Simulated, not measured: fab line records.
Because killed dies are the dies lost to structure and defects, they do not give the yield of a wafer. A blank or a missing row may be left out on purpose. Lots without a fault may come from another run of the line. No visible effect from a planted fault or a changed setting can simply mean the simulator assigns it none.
Problem report in the 8D (eight disciplines) form, filled by code | flow gf180mcu | the parts of the form that need people (team, actions taken, sign-off) are left out

1. THE ISSUE
Across 9 wafers from 3 lots, HV_LDD_RS at GF_HV_LDD_RS_MEAS_53 averages 426.5 ohm/sq, while fault-free wafers read 418.6 ohm/sq with a standard deviation of 1. Relative to the usual mean, that is a shift of +7.9 standard deviations.
The step: measures by four-point-probe.
Seen first at day 18 21:45 on filmMetro-04, wafer L844.1. At this step, 39 wafers from 13 lots have a number in the record. Rule for "out", or "out of limits": more than 4 standard deviations from the usual mean. The other wafers with a number count as sound.

2. WHAT IT IS, AND WHAT IT ISN'T
question                    | is                         | is not
which readings at this step | HV_LDD_RS                  | -
which lots                  | L844, L846, L847           | L826, L827, L829, L833, L834, L835, L837, L838, L843, L848
which wafers of those lots  | all that have a number     | -
read on which gauges        | filmMetro-01, filmMetro-04 | filmMetro-03
when                        | from day 18 21:45          | up to then (27 sound wafers); but 3 sound wafers of L848 came after

3. WHAT RULES OUT EACH SUSPECT
Counting: a tool at a process step up to the reading stays a suspect if it ran every lot that is out and no sound lot after the first of them.
- the gauge at GF_HV_LDD_RS_MEAS_53 has been ruled out. The wafers that are out were read on 2 gauges (filmMetro-01, filmMetro-04).
- implanter-03 at GF_HV_LDD_IMPLANT_09: kept. All lots that are out passed through it, beginning with L844 at day 15 23:46, and no sound lot followed; its final sound lot before that point was L837 at day 13 18:47. On those wafers its own readings are out: doseIonsCm2.
The count leaves implanter-03 at GF_HV_LDD_IMPLANT_09.

4. THE CAUSE (what the simulator had put in)
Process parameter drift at GF_HV_LDD_IMPLANT_09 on implanter-03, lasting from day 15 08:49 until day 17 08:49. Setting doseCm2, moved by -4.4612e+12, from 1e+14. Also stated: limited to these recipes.
The count eliminated every tool but this one.

5. THE CHAIN OF EFFECTS, in route order
Rows list readings where the struck wafers' mean (over those with a number) sits beyond 3 standard deviations from the usual. Scope: only readings with a usual standard deviation given in the record; hours: median across lots of the time from each lot's start at the first step in this table that gives one to its start at this step; sigmas: change in usual standard deviations.
hours | step                 | reading     | usual        | on struck wafers | change | sigmas
0     | GF_HV_LDD_IMPLANT_09 | doseIonsCm2 | 1e+14        | 1e+14            | -5e+12 | -45
71    | GF_HV_LDD_RS_MEAS_53 | HV_LDD_RS   | 418.6 ohm/sq | 426.5            | +7.9   | +7.9
Process steps it contains:
- GF_HV_LDD_IMPLANT_09

6. WHAT WOULD HAVE CAUGHT IT SOONER
The first out-of-limits reading at a measuring or inspecting step in this record came at day 18 21:45, 85 hours after the fault's start at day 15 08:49.
The tool's own readings at GF_HV_LDD_IMPLANT_09 were out on every struck wafer that the step has a row for (doseIonsCm2): an alarm limit on them would have fired on the first of those.
The start of GF_HV_LDD_IMPLANT_09 on implanter-03 came by day 18 21:45 for every one of the lots that are out (3). Tool hold at that time: it would have spared none of them.
